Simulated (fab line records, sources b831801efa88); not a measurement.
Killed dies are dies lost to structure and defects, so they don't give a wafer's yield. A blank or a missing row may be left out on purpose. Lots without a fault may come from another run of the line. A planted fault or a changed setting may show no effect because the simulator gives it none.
fab line records | flow sky130
record lots=12 wafers=36 last_day=51
route steps=708 shown VIA2@529 METAL3@536 VIA3@573 PAD_OPEN@708
lots that met no fault: from a run of the same line without faults
start_h: hours from the record's first day to the start of the lot's first wafer shown | wait_h: hours since the lot's step before | " the same as in the row above | L1.1+2: a row that stands for several wafers | - no value, or no start given | * or withheld: withheld | < > ~ a bound
route shown NAME@n: a module of which the file shows steps, and the number in the route of the first | usual: mean/standard deviation of fault-free wafers | same: alike in all rows | chamber/n: place in a boat | sites: the reading at each site | _std_site: their standard deviation | _edge_site: outer sites' mean less inner sites' | radius_mm: how far each site lies from the wafer's centre | mask NAME#n: copy n | behind: the tool/chamber that last shaped the wafer | hold: why the lot was held/for how many hours/how that ended | device: the transistor (n, p or np) that didn't switch | end of line: the same wafers' tests at the end of the route | a step without rows: its recipe alone | killed: dies lost to structure and defects at the first sort, not the wafer's yield | map: a wafer's dies, x killed, . not, _ none there
set.NAME: the setting as run; set.NAME@STEP: as run at that earlier step | model.NAME: the simulator's own value behind a step, which no gauge read
steps of the route over a sample of lots; a table a step, a row a wafer
services: from which hour (start_h, from the record's first day; less than 0 if before it) a tool's chamber was out of use, for how many hours, and why
## steps
# step SKY_VIA2_RS_MEAS_22
# recipe thk_meas_gauge=four-point-probe reads=W_of_VIA2_CVD_21+TiN_of_VIA2_SPUTTER_20
# usual VIA2_W_RS=0.271/0.004
# columns lot.wafer tool chamber start_h wait_h VIA2_W_RS[ohm/sq]
L644.1 film_metro-04 - 896.34 0.1 0.270
L644.2 " - " " 0.277
L644.6 " - " " 0.268
L645.1 film_metro-02 - 904.09 0.1 0.266
L645.4 " - " " 0.275
L645.6 " - " " 0.274
L646.4 film_metro-04 - 906.71 0.1 0.268
L646.5 " - " " 0.266
L646.6 " - " " 0.276
L647.3 film_metro-03 - 911.49 0.1 0.267
L647.5 " - " " 0.273
L647.6 " - " " 0.262
L648.3 film_metro-04 - 926.72 0.1 0.274
L648.4 " - " " 0.267
L648.6 " - " " 0.273
L649.1 film_metro-02 - 932.40 0.1 0.264
L649.2 " - " " 0.275
L649.3 " - " " 0.263
L650.2 film_metro-03 - 940.60 0.1 0.266
L650.3 " - " " 0.274
L650.4 " - " " 0.266
L654.1 film_metro-02 - 963.05 0.1 0.275
L654.2 " - " " 0.269
L654.5 " - " " 0.267
L655.3 film_metro-03 - 975.39 0.1 0.272
L655.5 " - " " 0.272
L655.6 " - " " 0.265
L659.3 film_metro-02 - 998.71 0.1 0.274
L659.4 " - " " 0.266
L659.5 " - " " 0.274
L660.1 film_metro-04 - 1004.41 0.1 0.271
L660.3 " - " " 0.275
L660.6 " - " " 0.276
L664.2 film_metro-04 - 1025.01 0.1 0.268
L664.3 " - " " 0.266
L664.6 " - " " 0.275
# step SKY_METAL3_SPUTTER_04
# recipe material=TiN target_thk_nm=70 power_w=6500 time_s=58.3 chamber_pressure_pa=0.4
# usual cathode_dc_power_W=6500.1/1.3 throttle_valve_pct=30.0/0.75
# columns lot.wafer tool chamber start_h wait_h cathode_dc_power_W throttle_valve_pct
L644.1 pvd_sputter-03 - 896.92 0.0 6499.6 29.5
L644.2 " - " " 6499.9 29.7
L644.6 " - " " 6501.6 31.0
L645.1 pvd_sputter-04 - 904.68 0.0 6499.6 29.1
L645.4 " - " " 6498.5 29.9
L645.6 " - " " 6499.9 28.9
L646.4 pvd_sputter-01 - 907.23 0.0 6500.7 29.6
L646.5 " - " " 6500.0 31.7
L646.6 " - " " 6498.9 29.8
L647.3 pvd_sputter-03 - 912.03 0.0 6499.1 29.3
L647.5 " - " " 6497.3 29.9
L647.6 " - " " 6501.0 29.6
L648.3 pvd_sputter-03 - 927.26 0.0 6500.2 29.8
L648.4 " - " " 6498.1 30.9
L648.6 " - " " 6501.6 29.3
L649.1 pvd_sputter-01 - 932.99 0.0 6500.4 31.9
L649.2 " - " " 6497.6 29.9
L649.3 " - " " 6496.6 29.3
L650.2 pvd_sputter-04 - 941.17 0.0 6501.3 29.8
L650.3 " - " " 6500.2 30.3
L650.4 " - " " 6498.7 28.9
L654.1 pvd_sputter-01 - 963.64 0.0 6498.9 30.6
L654.2 " - " " 6499.8 31.7
L654.5 " - " " 6501.6 29.5
L655.3 pvd_sputter-01 - 975.94 0.0 6499.5 30.5
L655.5 " - " " 6501.7 29.7
L655.6 " - " " 6500.5 30.6
L659.3 pvd_sputter-03 - 999.54 0.0 6501.0 30.8
L659.4 " - " " 6500.8 29.7
L659.5 " - " " 6501.9 29.9
L660.1 pvd_sputter-03 - 1005.00 0.0 6500.5 29.5
L660.3 " - " " 6500.3 29.0
L660.6 " - " " 6500.5 29.7
L664.2 pvd_sputter-03 - 1025.57 0.0 6500.8 29.5
L664.3 " - " " 6497.9 30.7
L664.6 " - " " 6498.9 29.8
# step SKY_METAL3_CD_MEAS_13
# recipe target_cd_nm=300
# usual cd_nm=299.8/1.3
# columns lot.wafer tool chamber start_h wait_h cd_nm
L644.1 cd_sem-02 - 948.95 - 300.3
L644.2 " - " " 299.8
L644.6 " - " " 299.6
L645.1 cd_sem-02 - 955.62 - 300.9
L645.4 " - " " 301.3
L645.6 " - " " 301.1
L646.4 cd_sem-02 - 958.86 - 300.2
L646.5 " - " " 299.9
L646.6 " - " " 301.7
L647.3 cd_sem-02 - 962.99 - 301.7
L647.5 " - " " 299.7
L647.6 " - " " 302.1
L648.3 cd_sem-02 - 977.84 - 298.7
L648.4 " - " " 298.8
L648.6 " - " " 299.5
L649.1 cd_sem-01 - 982.85 - 298.6
L649.2 " - " " 299.6
L649.3 " - " " 298.0
L650.2 cd_sem-01 - 989.29 - 299.5
L650.3 " - " " 297.9
L650.4 " - " " 299.5
L654.1 cd_sem-01 - 1013.60 - 300.9
L654.2 " - " " 298.5
L654.5 " - " " 299.0
L655.3 cd_sem-02 - 1024.29 - 300.1
L655.5 " - " " 300.1
L655.6 " - " " 299.5
L659.3 cd_sem-01 - 1046.71 - 297.9
L659.4 " - " " 297.8
L659.5 " - " " 299.0
L660.1 cd_sem-01 - 1051.00 - 300.5
L660.3 " - " " 300.7
L660.6 " - " " 300.2
L664.2 cd_sem-01 - 1072.37 - 298.4
L664.3 " - " " 298.8
L664.6 " - " " 299.3
# step SKY_VIA3_HDPCVD_00
# recipe material=SiO2 target_thk_nm=1635 sigma_open_frac=0.3 time_s=272.5 temp_c=400 sih4_flow_sccm=60 pressure_mtorr=6
# usual sih4_flow_sccm=60.00/0.19
# columns lot.wafer tool chamber start_h wait_h sih4_flow_sccm
L644.1 hdpcvd-01 1 950.03 0.0 60.08
L644.2 " 2 " " 59.86
L644.6 " 2 " " 59.86
L645.1 hdpcvd-01 2 956.70 0.0 60.31
L645.4 " 2 " " 60.25
L645.6 " 1 " " 59.89
L646.4 hdpcvd-01 2 960.00 0.1 59.91
L646.5 " 0 " " 60.25
L646.6 " 1 " " 59.93
L647.3 hdpcvd-01 0 964.04 0.0 60.19
L647.5 " 1 " " 60.12
L647.6 " 0 " " 60.03
L648.3 hdpcvd-01 1 978.89 0.0 60.11
L648.4 " 0 " " 60.22
L648.6 " 1 " " 59.86
L649.1 hdpcvd-01 2 984.01 0.0 59.62
L649.2 " 1 " " 59.80
L649.3 " 0 " " 60.06
L650.2 hdpcvd-02 1 990.47 0.0 60.14
L650.3 " 0 " " 60.00
L650.4 " 0 " " 59.67
L654.1 hdpcvd-01 2 1014.80 0.0 60.23
L654.2 " 1 " " 60.00
L654.5 " 2 " " 59.97
L655.3 hdpcvd-01 2 1025.36 0.0 60.15
L655.5 " 1 " " 59.90
L655.6 " 0 " " 48.10
L659.3 hdpcvd-02 0 1047.75 0.0 60.19
L659.4 " 0 " " 60.15
L659.5 " 2 " " 59.93
L660.1 hdpcvd-02 2 1052.12 0.0 59.95
L660.3 " 0 " " 60.14
L660.6 " 1 " " 60.03
L664.2 hdpcvd-02 1 1073.43 0.0 59.93
L664.3 " 0 " " 59.90
L664.6 " 0 " " 59.92
# step SKY_VIA3_THK_MEAS_01
# recipe reads=SiO2_of_VIA3_HDPCVD_00
# usual VIA3_HDPCVD_THK=1642/17
# columns lot.wafer tool chamber start_h wait_h VIA3_HDPCVD_THK[nm]
L644.1 film_metro-01 - 950.19 0.1 1633
L644.2 " - " " 1643
L644.6 " - " " 1645
L645.1 film_metro-01 - 956.87 0.1 1621
L645.4 " - " " 1631
L645.6 " - " " 1634
L646.4 film_metro-03 - 960.11 0.0 1631
L646.5 " - " " 1660
L646.6 " - " " 1646
L647.3 film_metro-03 - 964.23 0.1 1642
L647.5 " - " " 1637
L647.6 " - " " 1639
L648.3 film_metro-01 - 979.08 0.1 1666
L648.4 " - " " 1670
L648.6 " - " " 1667
L649.1 film_metro-03 - 984.18 0.1 1657
L649.2 " - " " 1651
L649.3 " - " " 1660
L650.2 film_metro-04 - 990.65 0.1 1601
L650.3 " - " " 1615
L650.4 " - " " 1628
L654.1 film_metro-01 - 1014.96 0.1 1629
L654.2 " - " " 1634
L654.5 " - " " 1626
L655.3 film_metro-01 - 1025.55 0.1 1632
L655.5 " - " " 1650
L655.6 " - " " 1342
L659.3 film_metro-03 - 1047.94 0.1 1623
L659.4 " - " " 1626
L659.5 " - " " 1643
L660.1 film_metro-03 - 1052.28 0.1 1630
L660.3 " - " " 1632
L660.6 " - " " 1630
L664.2 film_metro-01 - 1073.61 0.1 1632
L664.3 " - " " 1642
L664.6 " - " " 1627
# step SKY_PAD_OPEN_PROBE_99
# usual defect_limited_yield=82.8/2.1 killed_at_M0_to_M3=43/7.3 killed_at_M4_up=3.4/2.1 killed_at_contacts=24/5.9 killed_at_front_end=14/4 killed_at_other=0.3/0.54 killed_dies=85/10 killed_open=46/7.7 killed_short=38/6 sort_bin_3_pad_short=0.8/0.48 sort_bin_5_function=10.2/1.7 sort_bin_6_memory=6.2/1.1 sort_n_pass=407/10 sort_yield_pct=82.8/2.1
# same gross_dies=492 killed_at_back_side=0 sort_bin_4_leakage[%]=0 sort_bin_8_speed[%]=0
# columns lot.wafer tool chamber start_h wait_h defect_limited_yield[%] killed_at_M0_to_M3 killed_at_M4_up killed_at_contacts killed_at_front_end killed_at_other killed_dies killed_open killed_short sort_bin_3_pad_short[%] sort_bin_5_function[%] sort_bin_6_memory[%] sort_n_pass sort_yield_pct[%]
L646.4 prober-01 - 1128.37 0.2 84.1 41 8 18 11 0 78 51 27 0.4 8.3 7.1 414 84.1
L646.5 prober-01 - 1128.42 0.2 85.8 35 2 17 16 0 70 38 32 0.4 8.1 5.7 422 85.8
L646.6 prober-01 - 1128.47 0.2 82.7 51 4 22 8 0 85 51 34 0.6 8.9 7.7 407 82.7
L647.3 prober-02 - 1130.12 0.2 81.1 45 2 36 8 2 93 50 43 0.8 11.0 7.1 399 81.1
L647.5 prober-02 - 1130.22 0.2 83.1 45 4 24 9 1 83 46 37 1.6 8.9 6.3 409 83.1
L647.6 prober-02 - 1130.27 0.2 79.1 49 3 24 27 0 103 49 54 2.4 11.0 7.5 389 79.1
L648.3 prober-01 - 1144.42 0.2 83.1 42 2 27 12 0 83 50 33 0.4 9.3 7.1 409 83.1
L648.4 prober-01 - 1144.47 0.2 81.7 55 1 20 14 0 90 49 41 0.8 11.8 5.7 402 81.7
L648.6 prober-01 - 1144.57 0.2 85.2 36 4 15 18 0 73 38 35 1.2 8.3 5.3 419 85.2
# killed by level:class
L646.4 VIA1:geometric_particle:open=12 VIA3:geometric_particle:open=10 LI_CONTACT:geometric_particle:open=9 METAL4:geometric_particle:short=6 METAL2:geometric_particle:short=5 FIELD_ISO:geometric_particle:open=4 FIELD_ISO:geometric_particle:short=3 POLY_GATE:geometric_particle:open=3
L646.5 VIA3:geometric_particle:open=7 VIA2:geometric_particle:open=7 FIELD_ISO:geometric_particle:open=6 CONTACT:geometric_particle:open=5 VIA1:geometric_particle:short=5 POLY_GATE:geometric_particle:short=4 LI_CONTACT:geometric_particle:open=4 LI_CONTACT:geometric_particle:short=3
L646.6 VIA1:geometric_particle:open=13 CONTACT:geometric_particle:open=8 VIA3:geometric_particle:open=7 VIA2:geometric_particle:open=6 METAL2:geometric_particle:short=6 VIA3:geometric_particle:short=6 CONTACT:geometric_particle:short=5 METAL1:geometric_particle:open=4
L647.3 VIA1:geometric_particle:open=13 CONTACT:geometric_particle:open=11 VIA3:geometric_particle:open=8 LI_CONTACT:geometric_particle:open=7 LOCAL_INTERCONNECT:geometric_particle:short=7 METAL2:geometric_particle:short=6 METAL3:geometric_particle:short=6 CONTACT:geometric_particle:short=6
L647.5 CONTACT:geometric_particle:open=9 LI_CONTACT:geometric_particle:open=8 VIA1:geometric_particle:open=7 VIA3:geometric_particle:open=7 VIA2:geometric_particle:open=6 METAL2:geometric_particle:short=5 METAL1:geometric_particle:short=5 CONTACT:geometric_particle:short=4
L647.6 VIA1:geometric_particle:open=11 CONTACT:geometric_particle:open=10 FIELD_ISO:geometric_particle:open=7 METAL1:geometric_particle:short=7 FIELD_ISO:geometric_particle:short=6 CONTACT:geometric_particle:short=6 VIA1:geometric_particle:short=6 POLY_GATE:geometric_particle:short=5
L648.3 LI_CONTACT:geometric_particle:open=11 VIA1:geometric_particle:open=11 CONTACT:geometric_particle:open=7 POLY_GATE:geometric_particle:open=6 METAL1:geometric_particle:short=6 VIA2:geometric_particle:open=5 METAL2:geometric_particle:short=4 VIA2:geometric_particle:short=4
L648.4 VIA1:geometric_particle:open=14 CONTACT:geometric_particle:open=10 METAL1:geometric_particle:short=7 FIELD_ISO:geometric_particle:open=6 VIA1:geometric_particle:short=6 VIA2:geometric_particle:open=6 FIELD_ISO:geometric_particle:short=5 VIA3:geometric_particle:short=5
L648.6 VIA1:geometric_particle:open=12 VIA2:geometric_particle:open=7 POLY_GATE:geometric_particle:short=6 CONTACT:geometric_particle:open=6 CONTACT:geometric_particle:short=5 FIELD_ISO:geometric_particle:open=3 VIA1:geometric_particle:short=3 METAL2:geometric_particle:short=3
## services
# columns tool chamber start_h hours kind
pvd_sputter-01 - 876.03 14.1 repair
hdpcvd-02 - 877.68 6.0 pm
pvd_sputter-01 - 883.19 3.2 repair
pvd_sputter-04 - 884.17 3.1 repair
hdpcvd-01 - 886.34 5.5 pm
pvd_sputter-03 - 892.49 1.0 repair
hdpcvd-02 - 950.25 15.0 pm
hdpcvd-02 0 950.25 15.0 vent_cycle
hdpcvd-02 1 950.25 15.0 vent_cycle
hdpcvd-02 2 950.25 15.0 vent_cycle
hdpcvd-02 0 965.25 - clean
hdpcvd-02 1 965.25 - clean
hdpcvd-02 2 965.25 - clean
pvd_sputter-03 3 978.84 - consumable_replace:kit
pvd_sputter-03 3 978.84 18.0 scheduled_down
pvd_sputter-03 3 978.84 18.0 vent_cycle
hdpcvd-01 - 994.17 0.3 repair
hdpcvd-02 2 1015.67 6.3 repair
pvd_sputter-04 - 1025.43 6.6 repair
pvd_sputter-01 1 1030.75 - consumable_replace:kit
pvd_sputter-01 1 1030.75 18.0 scheduled_down
pvd_sputter-01 1 1030.75 18.0 vent_cycle
pvd_sputter-04 - 1034.96 6.0 repair
pvd_sputter-04 3 1058.71 - consumable_replace:kit
## key
first_sign step=SKY_VIA3_HDPCVD_00 reading=sih4_flow_sccm direction=down sigmas=62 usual=60.00 struck=48.10
effect step=SKY_VIA3_THK_MEAS_01 reading=VIA3_HDPCVD_THK direction=down sigmas=18 usual=1642 struck=1342
met_at SKY_VIA3_HDPCVD_00
struck_lots L655
struck_wafers L655.6
not_acting_at SKY_VIA2_RS_MEAS_22,SKY_METAL3_SPUTTER_04,SKY_METAL3_CD_MEAS_13
onset_between 984.01 1025.36
fault kind=process_parameter_drift tool=hdpcvd-01 chamber=0 onset_h=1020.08 steps=SKY_VIA3_HDPCVD_00 channel=sih4_flow_sccm offset=-12 shape=step end_h=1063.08 acts_in=these_recipes_only stated=60
